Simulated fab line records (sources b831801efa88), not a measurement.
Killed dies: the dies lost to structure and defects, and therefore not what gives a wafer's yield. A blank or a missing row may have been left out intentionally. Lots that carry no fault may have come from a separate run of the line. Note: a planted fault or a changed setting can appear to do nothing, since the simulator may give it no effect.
Matching of chambers	flow sfq-line	4 sister chambers for SFQ_TRILAYER_I1_VIA_ETCH_VIA_ETCH_052 on rie-diel-01
The step etches SiO2 in CHF3, stops on Nb, target depth 260 nm. 8 wafers are shown with their chamber, then 7 later ones without.

WAFERS, EACH WITH ITS CHAMBER
wafer	chamber	bias-w (W)	oes-product-au (a.u.)
L968.6	1	80.20	0.850
L973.4	1	80.20	0.853
L979.6	0	80.10	0.849
L983.2	3	80.02	0.854
L983.4	2	80.30	0.858
L983.6	0	79.58	0.860
L984.1	2	80.06	0.845
L984.2	3	79.81	0.852

WAFERS WHOSE CHAMBER IS MISSING
wafer	bias-w (W)	oes-product-au (a.u.)
L984.5	80.25	0.850
L985.1	80.21	0.855
L985.2	80.06	0.851
L985.5	79.89	0.849
L988.2	80.71	0.852
L988.4	79.70	0.854
L988.5	79.96	0.866

THE CHAMBER EACH PASSED THROUGH
wafer	from the rows above	in truth
L984.5	can't be placed: 1 or 2 or 3 or 0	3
L985.1	can't be placed: 1 or 2 or 3 or 0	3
L985.2	can't be placed: 2 or 1 or 3 or 0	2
L985.5	can't be placed: 3 or 0 or 2 or 1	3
L988.2	can't be placed: 1 or 2 or 3 or 0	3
L988.4	can't be placed: 0 or 3 or 2 or 1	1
L988.5	can't be placed: 0 or 3 or 2 or 1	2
Placed correctly: 0 of 7. From these rows, 7 cannot be placed; in 7 the true chamber is one of the candidates. Wrongly placed: 0.
How it was worked out, from the rows above alone: a wafer's distance from a chamber is the root of the sum, over the readings, of the square of ((its reading less the chamber's mean) divided by the reading's scatter). The wafer belongs to the nearest chamber; if the next one is less than 2 further off, it can't be placed. Each chamber's mean is taken over the wafers shown for it. How the scatter is found: for the shown wafers, subtract from each reading the mean of its chamber, square and add these, divide the total by (wafers less chambers), then take the root.
